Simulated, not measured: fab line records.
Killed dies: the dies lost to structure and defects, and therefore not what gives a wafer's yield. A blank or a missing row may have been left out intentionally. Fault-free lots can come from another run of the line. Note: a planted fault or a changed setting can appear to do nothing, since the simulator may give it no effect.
fab line records ; flow sky130
record: lots: 11; wafers: 33; last_day: 52
route steps=708 shown VIA3@586 METAL4@600 METAL5@662 PAD_OPEN@708
lots untouched by any fault: they come from a run of this same line in which no faults occurred
start_h: hours from the record's first day to the start of the lot's first wafer shown ; wait_h: how many hours have passed since the lot's step before this one ; " as in the row above ; L1.1+2: a single row standing in for several wafers ; - no value present, or no start provided ; * or withheld: withheld ; < > ~ a bound
route shown NAME@n: NAME is a module with steps in the file, n the number in the route of the first one ; usual: average and standard deviation across the fault-free wafers ; same: alike in all rows ; chamber/n: place in a boat ; sites: per-site readings ; _std_site: how widely they spread, as a standard deviation ; _edge_site: the outer-site mean with the inner-site mean subtracted ; radius_mm: for every site, how far away it sits from the centre of the wafer ; mask NAME#n: copy n ; behind: the most recent tool/chamber to have shaped the wafer ; hold: what put the lot on hold/how long, in hours/how the hold closed ; device: the n, p or np transistor that did not switch ; end of line: the route-end tests of the same wafers ; a step given without rows: its recipe and nothing more ; killed: at the first sort, the dies lost to defects and structure; wafer yield is something else ; map: shows each die of a wafer: x if killed, . if not, _ if none is there
set.NAME: the setting that was run; set.NAME@STEP: the one run at that earlier step ; model.NAME: the simulator's own value behind a step, which no gauge read
a sample of lots followed through the steps of the route, with each step as a table and each wafer as a row
services: the hour from which a tool's chamber was out of use, counted from the record's first day as start_h (under 0 if before that day), plus the number of hours and why
== steps ==
step: SKY_VIA3_OVL_MEAS_13
usual: VIA3_OVL: 1/5.7
lot.wafer;tool;chamber;start_h;wait_h;VIA3_OVL[nm]
L539.1;overlay-02;-;968.97;0.1;-1
L539.3;overlay-02;-;968.97;0.1;0
L539.5;overlay-02;-;968.97;0.1;0
L540.1;overlay-02;-;973.79;0.1;-3
L540.4;overlay-02;-;973.79;0.1;-2
L540.5;overlay-02;-;973.79;0.1;-2
L542.2;overlay-01;-;987.00;0.1;5
L542.3;overlay-01;-;987.00;0.1;13
L542.6;overlay-01;-;987.00;0.1;2
L544.1;overlay-01;-;990.54;0.1;1
L544.2;overlay-01;-;990.54;0.1;12
L544.3;overlay-01;-;990.54;0.1;5
L552.3;overlay-01;-;999.85;0.1;-2
L552.5;overlay-01;-;999.85;0.1;-7
L552.6;overlay-01;-;999.85;0.1;-3
L554.3;overlay-01;-;1119.53;0.1;-4
L554.4;overlay-01;-;1119.53;0.1;-5
L554.5;overlay-01;-;1119.53;0.1;-7
L556.3;overlay-01;-;1122.98;0.1;2
L556.4;overlay-01;-;1122.98;0.1;9
L556.5;overlay-01;-;1122.98;0.1;9
L559.1;overlay-02;-;1123.69;0.1;-2
L559.3;overlay-02;-;1123.69;0.1;3
L559.5;overlay-02;-;1123.69;0.1;3
L560.4;overlay-02;-;1125.91;0.1;1
L560.5;overlay-02;-;1125.91;0.1;-5
L560.6;overlay-02;-;1125.91;0.1;2
L561.1;overlay-02;-;1128.29;0.1;7
L561.2;overlay-02;-;1128.29;0.1;9
L561.4;overlay-02;-;1128.29;0.1;-1
L558.1;overlay-01;-;1128.44;0.1;0
L558.3;overlay-01;-;1128.44;0.1;-4
L558.5;overlay-01;-;1128.44;0.1;-3
step: SKY_VIA3_SPUTTER_20
recipe: material: TiN; target_thk_nm: 20; chamber_pressure_pa: 5; power_w: 4000; time_s: 80
usual: cathode_dc_power_W: 4000.1/0.7; throttle_valve_pct: 29.7/1.3
lot.wafer;tool;chamber;start_h;wait_h;cathode_dc_power_W;throttle_valve_pct
L539.1;pvd_sputter-01;-;969.70;0.0;3998.3;28.7
L539.3;pvd_sputter-01;-;969.70;0.0;3999.7;29.4
L539.5;pvd_sputter-01;-;969.70;0.0;3999.8;28.1
L540.1;pvd_sputter-04;-;974.52;0.0;4000.2;32.5
L540.4;pvd_sputter-04;-;974.52;0.0;3999.8;29.7
L540.5;pvd_sputter-04;-;974.52;0.0;4000.4;29.5
L542.2;pvd_sputter-02;-;987.72;0.0;4001.3;30.3
L542.3;pvd_sputter-02;-;987.72;0.0;4000.3;28.5
L542.6;pvd_sputter-02;-;987.72;0.0;3999.9;30.0
L544.1;pvd_sputter-02;-;991.32;0.0;3999.4;28.5
L544.2;pvd_sputter-02;-;991.32;0.0;3999.5;30.6
L544.3;pvd_sputter-02;-;991.32;0.0;4000.8;29.8
L552.3;pvd_sputter-04;-;1000.66;0.0;3999.6;29.1
L552.5;pvd_sputter-04;-;1000.66;0.0;4001.2;29.0
L552.6;pvd_sputter-04;-;1000.66;0.0;4000.5;32.8
L554.3;pvd_sputter-01;-;1120.29;0.0;4000.0;28.8
L554.4;pvd_sputter-01;-;1120.29;0.0;4000.1;30.0
L554.5;pvd_sputter-01;-;1120.29;0.0;3999.2;28.2
L556.3;pvd_sputter-04;-;1123.73;0.0;4000.6;29.2
L556.4;pvd_sputter-04;-;1123.73;0.0;3999.9;29.7
L556.5;pvd_sputter-04;-;1123.73;0.0;3999.7;29.5
L559.1;pvd_sputter-02;-;1124.43;0.0;4000.0;30.6
L559.3;pvd_sputter-02;-;1124.43;0.0;4000.6;30.0
L559.5;pvd_sputter-02;-;1124.43;0.0;3999.6;29.8
L560.4;pvd_sputter-04;-;1126.62;0.0;4000.8;29.2
L560.5;pvd_sputter-04;-;1126.62;0.0;4001.6;29.3
L560.6;pvd_sputter-04;-;1126.62;0.0;4000.6;29.6
L561.1;pvd_sputter-01;-;1129.13;0.0;3999.9;29.3
L561.2;pvd_sputter-01;-;1129.13;0.0;4000.1;28.2
L561.4;pvd_sputter-01;-;1129.13;0.0;4000.4;28.8
L558.1;pvd_sputter-01;-;1129.55;0.0;3999.4;28.2
L558.3;pvd_sputter-01;-;1129.55;0.0;4000.9;29.1
L558.5;pvd_sputter-01;-;1129.55;0.0;4000.3;29.8
step: SKY_METAL4_SPUTTER_02
recipe: material: AlCu; target_thk_nm: 735; power_w: 10600; time_s: 39.1; chamber_pressure_pa: 0.4
usual: cathode_dc_power_W: 10600/1.7; throttle_valve_pct: 29.8/1.2
lot.wafer;tool;chamber;start_h;wait_h;cathode_dc_power_W;throttle_valve_pct
L539.1;pvd_sputter-03;-;970.41;0.0;10600;30.3
L539.3;pvd_sputter-03;-;970.41;0.0;10598;30.3
L539.5;pvd_sputter-03;-;970.41;0.0;10597;30.5
L540.1;pvd_sputter-03;-;975.23;0.0;10599;28.2
L540.4;pvd_sputter-03;-;975.23;0.0;10601;30.4
L540.5;pvd_sputter-03;-;975.23;0.0;10600;30.8
L542.2;pvd_sputter-03;-;988.44;0.0;10599;29.0
L542.3;pvd_sputter-03;-;988.44;0.0;10601;30.2
L542.6;pvd_sputter-03;-;988.44;0.0;10600;30.5
L544.1;pvd_sputter-03;-;992.03;0.0;10597;30.6
L544.2;pvd_sputter-03;-;992.03;0.0;10597;29.0
L544.3;pvd_sputter-03;-;992.03;0.0;10602;28.2
L552.3;pvd_sputter-04;-;1001.37;0.0;10602;29.8
L552.5;pvd_sputter-04;-;1001.37;0.0;10602;32.6
L552.6;pvd_sputter-04;-;1001.37;0.0;10602;29.1
L554.3;pvd_sputter-03;-;1121.00;0.0;10600;30.2
L554.4;pvd_sputter-03;-;1121.00;0.0;10600;29.3
L554.5;pvd_sputter-03;-;1121.00;0.0;10600;30.6
L556.3;pvd_sputter-01;-;1124.44;0.0;10598;28.0
L556.4;pvd_sputter-01;-;1124.44;0.0;10602;28.7
L556.5;pvd_sputter-01;-;1124.44;0.0;10602;29.4
L559.1;pvd_sputter-04;-;1125.14;0.0;10600;32.7
L559.3;pvd_sputter-04;-;1125.14;0.0;10598;29.0
L559.5;pvd_sputter-04;-;1125.14;0.0;10599;32.7
L560.4;pvd_sputter-04;-;1127.43;0.0;10599;29.3
L560.5;pvd_sputter-04;-;1127.43;0.0;10601;29.7
L560.6;pvd_sputter-04;-;1127.43;0.0;10600;29.4
L561.1;pvd_sputter-01;-;1129.92;0.0;10602;28.6
L561.2;pvd_sputter-01;-;1129.92;0.0;10601;29.7
L561.4;pvd_sputter-01;-;1129.92;0.0;10598;28.2
L558.1;pvd_sputter-04;-;1130.33;0.0;10597;32.7
L558.3;pvd_sputter-04;-;1130.33;0.0;10601;29.6
L558.5;pvd_sputter-04;-;1130.33;0.0;10597;29.1
step: SKY_METAL4_METAL_ETCH_18
recipe: target_depth_a: 8450; stop_on: SiO2; over_etch_frac: 0.3; time_s: 183.1; chemistry: Cl2/BCl3; resist_sidewall_deg: 88; pressure_mtorr: 10; icp_w: 900; bias_w: 48.5; Cl2_flow_sccm: 60; bcl3_flow_sccm: 30
usual: drypump_motor_current_A: 5.5/0.34; mfc_cl2_sccm: 60.00/0.19; oes_product_au: 0.866/0.007; throttle_valve_pct: 22.264/0.0088
lot.wafer;tool;chamber;start_h;wait_h;drypump_motor_current_A;mfc_cl2_sccm;oes_product_au;rf_hours_counter_h;throttle_valve_pct
L539.1;rie_metal-04;1;1022.20;0.0;5.7;59.84;0.864;5;22.260
L539.3;rie_metal-04;0;1022.20;0.0;5.9;59.60;0.871;-;22.270
L539.5;rie_metal-04;0;1022.20;0.0;5.9;60.14;0.873;-;22.259
L540.1;rie_metal-03;1;1027.51;0.0;5.0;60.06;0.871;22;22.274
L540.4;rie_metal-03;1;1027.51;0.0;5.0;59.96;0.867;-;22.244
L540.5;rie_metal-03;1;1027.51;0.0;5.0;60.05;0.869;-;22.265
L542.2;rie_metal-02;1;1039.55;0.0;5.4;60.21;0.939;0;22.260
L542.3;rie_metal-02;1;1039.55;0.0;5.5;60.14;0.858;-;22.271
L542.6;rie_metal-02;1;1039.55;0.0;5.5;60.37;0.863;-;22.258
L544.1;rie_metal-03;0;1042.72;0.0;5.7;60.16;0.865;17;22.267
L544.2;rie_metal-03;1;1042.72;0.0;5.0;59.86;0.945;24;22.252
L544.3;rie_metal-03;0;1042.72;0.0;5.7;60.00;0.866;-;22.253
L552.3;rie_metal-03;1;1052.41;0.1;5.0;59.94;0.878;-;22.261
L552.5;rie_metal-03;0;1052.41;0.1;5.7;60.18;0.875;-;22.276
L552.6;rie_metal-03;1;1052.41;0.1;5.0;59.91;0.871;-;22.253
L554.3;rie_metal-04;1;1161.87;0.1;5.7;59.89;0.867;-;22.260
L554.4;rie_metal-04;0;1161.87;0.1;5.9;60.11;0.870;-;22.264
L554.5;rie_metal-04;1;1161.87;0.1;5.7;60.00;0.868;-;22.267
L556.3;rie_metal-04;0;1164.42;0.1;5.9;60.42;0.858;-;22.261
L556.4;rie_metal-04;1;1164.42;0.1;5.7;59.69;0.874;-;22.259
L556.5;rie_metal-04;1;1164.42;0.1;5.7;59.78;0.868;-;22.265
L559.1;rie_metal-03;1;1164.63;0.0;5.0;59.96;0.865;8;22.260
L559.3;rie_metal-03;1;1164.63;0.0;5.0;60.22;0.851;-;22.283
L559.5;rie_metal-03;1;1164.63;0.0;5.0;60.08;0.868;-;22.258
L560.4;rie_metal-04;0;1166.29;0.1;5.9;60.37;0.861;-;22.267
L560.5;rie_metal-04;1;1166.29;0.1;5.7;60.07;0.880;-;22.268
L560.6;rie_metal-04;0;1166.29;0.1;5.9;60.03;0.870;-;22.262
L561.1;rie_metal-02;1;1168.43;0.0;5.5;60.02;0.863;9;22.266
L561.2;rie_metal-02;1;1168.43;0.0;5.5;60.09;0.862;-;22.279
L561.4;rie_metal-02;1;1168.43;0.0;5.5;60.00;0.861;-;22.257
L558.1;rie_metal-02;1;1169.40;0.0;5.5;60.04;0.869;9;22.273
L558.3;rie_metal-02;1;1169.40;0.0;5.5;59.83;0.875;-;22.244
L558.5;rie_metal-02;1;1169.40;0.0;5.6;60.07;0.866;-;22.247
step: SKY_METAL5_SPUTTER_01
recipe: material: TiN; target_thk_nm: 20; power_w: 6500; time_s: 16.7; chamber_pressure_pa: 0.4
usual: cathode_dc_power_W: 6500.1/1.2; throttle_valve_pct: 29.8/1.2
lot.wafer;tool;chamber;start_h;wait_h;cathode_dc_power_W;throttle_valve_pct
L539.1;pvd_sputter-02;-;1048.46;0.0;6497.6;30.0
L539.3;pvd_sputter-02;-;1048.46;0.0;6499.1;29.7
L539.5;pvd_sputter-02;-;1048.46;0.0;6501.0;30.5
L540.1;pvd_sputter-02;-;1053.85;0.0;6499.6;30.1
L540.4;pvd_sputter-02;-;1053.85;0.0;6500.4;29.8
L540.5;pvd_sputter-02;-;1053.85;0.0;6497.9;29.5
L542.2;pvd_sputter-01;-;1066.16;0.0;6501.3;28.6
L542.3;pvd_sputter-01;-;1066.16;0.0;6500.1;29.5
L542.6;pvd_sputter-01;-;1066.16;0.0;6500.3;28.0
L544.1;pvd_sputter-04;-;1069.31;0.0;6501.5;32.6
L544.2;pvd_sputter-04;-;1069.31;0.0;6498.7;29.2
L544.3;pvd_sputter-04;-;1069.31;0.0;6501.5;29.8
L552.3;pvd_sputter-04;-;1076.85;0.0;6498.7;29.4
L552.5;pvd_sputter-04;-;1076.85;0.0;6499.2;32.7
L552.6;pvd_sputter-04;-;1076.85;0.0;6497.5;28.9
L554.3;pvd_sputter-01;-;1181.99;0.0;6499.3;28.8
L554.4;pvd_sputter-01;-;1181.99;0.0;6499.9;28.3
L554.5;pvd_sputter-01;-;1181.99;0.0;6500.0;29.2
L556.3;pvd_sputter-02;-;1184.49;0.0;6499.9;30.8
L556.4;pvd_sputter-02;-;1184.49;0.0;6501.0;28.5
L556.5;pvd_sputter-02;-;1184.49;0.0;6497.5;28.6
L559.1;pvd_sputter-04;-;1185.46;0.0;6499.5;29.7
L559.3;pvd_sputter-04;-;1185.46;0.0;6501.1;29.3
L559.5;pvd_sputter-04;-;1185.46;0.0;6501.4;29.7
L560.4;pvd_sputter-02;-;1186.41;0.0;6500.2;30.5
L560.5;pvd_sputter-02;-;1186.41;0.0;6498.2;29.8
L560.6;pvd_sputter-02;-;1186.41;0.0;6499.7;30.1
L561.1;pvd_sputter-01;-;1189.00;0.0;6500.4;28.3
L561.2;pvd_sputter-01;-;1189.00;0.0;6500.4;30.3
L561.4;pvd_sputter-01;-;1189.00;0.0;6500.8;29.0
L558.1;pvd_sputter-04;-;1189.72;0.0;6502.0;29.7
L558.3;pvd_sputter-04;-;1189.72;0.0;6498.7;32.6
L558.5;pvd_sputter-04;-;1189.72;0.0;6503.1;29.4
step: SKY_PAD_OPEN_PROBE_99
usual: defect_limited_yield: 82.5/1.8; killed_at_M0_to_M3: 45/6.3; killed_at_M4_up: 2.8/1.6; killed_at_contacts: 24/5.1; killed_at_front_end: 14/4.4; killed_at_other: 0.4/0.73; killed_dies: 86/9; killed_open: 47/7.8; killed_short: 39/6.6; sort_bin_3_pad_short: 0.8/0.42; sort_bin_5_function: 10.3/1.4; sort_bin_6_memory: 6.3/1.2; sort_n_pass: 406/9; sort_yield_pct: 82.5/1.8
same: gross_dies: 492; killed_at_back_side: 0; sort_bin_4_leakage[%]: 0; sort_bin_8_speed[%]: 0
lot.wafer;tool;chamber;start_h;wait_h;defect_limited_yield[%];killed_at_M0_to_M3;killed_at_M4_up;killed_at_contacts;killed_at_front_end;killed_at_other;killed_dies;killed_open;killed_short;sort_bin_3_pad_short[%];sort_bin_5_function[%];sort_bin_6_memory[%];sort_n_pass;sort_yield_pct[%]
L556.3;prober-02;-;1239.49;0.2;85.6;46;3;12;10;0;71;35;36;1.0;8.5;4.9;421;85.6
L556.4;prober-02;-;1239.54;0.2;82.7;47;3;25;9;1;85;47;37;0.8;11.6;4.9;407;82.7
L556.5;prober-02;-;1239.59;0.2;85.0;43;1;22;8;0;74;45;27;0.4;7.9;6.7;418;85.0
killed by level:class
L556.3 VIA3:geometric_particle:open=11 VIA1:geometric_particle:open=6 VIA2:geometric_particle:open=6 METAL2:geometric_particle:short=5 METAL1:geometric_particle:short=5 VIA3:geometric_particle:short=5 FIELD_ISO:geometric_particle:short=4 CONTACT:geometric_particle:open=4
L556.4 VIA1:geometric_particle:open=10 LI_CONTACT:geometric_particle:open=9 METAL2:geometric_particle:short=7 VIA3:geometric_particle:open=7 VIA1:geometric_particle:short=6 VIA2:geometric_particle:open=5 LOCAL_INTERCONNECT:geometric_particle:short=4 CONTACT:geometric_particle:short=4
L556.5 VIA3:geometric_particle:open=13 LI_CONTACT:geometric_particle:open=8 VIA2:geometric_particle:open=8 CONTACT:geometric_particle:open=6 VIA1:geometric_particle:open=6 VIA1:geometric_particle:short=5 METAL2:geometric_particle:short=4 LI_CONTACT:geometric_particle:short=3
== services ==
tool;chamber;start_h;hours;kind
pvd_sputter-02;-;980.89;4.8;repair
pvd_sputter-01;-;990.40;2.7;repair
rie_metal-04;-;996.06;2.8;pm
rie_metal-02;1;1010.18;-;clean
rie_metal-02;1;1010.18;25.5;scheduled_down
rie_metal-02;1;1010.18;25.5;vent_cycle
rie_metal-03;0;1016.75;12.1;repair
pvd_sputter-02;-;1016.92;1.2;repair
rie_metal-02;-;1017.20;0.5;repair
pvd_sputter-03;-;1033.16;2.4;repair
pvd_sputter-04;-;1035.67;1.0;repair
rie_metal-03;1;1056.78;-;clean
rie_metal-03;1;1056.78;20.1;scheduled_down
rie_metal-03;1;1056.78;20.1;vent_cycle
pvd_sputter-04;-;1064.81;2.5;repair
rie_metal-04;-;1082.36;14.6;pm
pvd_sputter-03;-;1102.28;3.6;repair
rie_metal-02;-;1104.26;14.6;pm
pvd_sputter-04;-;1107.19;1.0;repair
rie_metal-03;0;1158.62;60.7;repair
rie_metal-02;0;1165.52;-;clean
rie_metal-02;0;1165.52;-;consumable_replace:focus_ring
rie_metal-02;0;1165.52;20.8;scheduled_down
pvd_sputter-01;-;1173.37;3.1;repair
== key ==
first_sign: step: SKY_METAL4_METAL_ETCH_18; reading: oes_product_au; direction: up; sigmas: 11; usual: 0.866; struck: 0.942
effect none on later readings
met_at SKY_METAL4_SPUTTER_02
struck_lots L542,L544
struck_wafers L542.2,L544.2
not_acting_at SKY_VIA3_OVL_MEAS_13,SKY_VIA3_SPUTTER_20,SKY_METAL5_SPUTTER_01
onset_between 975.23 988.44
fault: kind: process_parameter_drift; tool: pvd_sputter-03; chamber: -; onset_h: 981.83; steps: SKY_METAL4_SPUTTER_02; channel: time_s; offset: *; shape: step; end_h: 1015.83; scope: struck_wafers_only; acts_in: *; stated: *
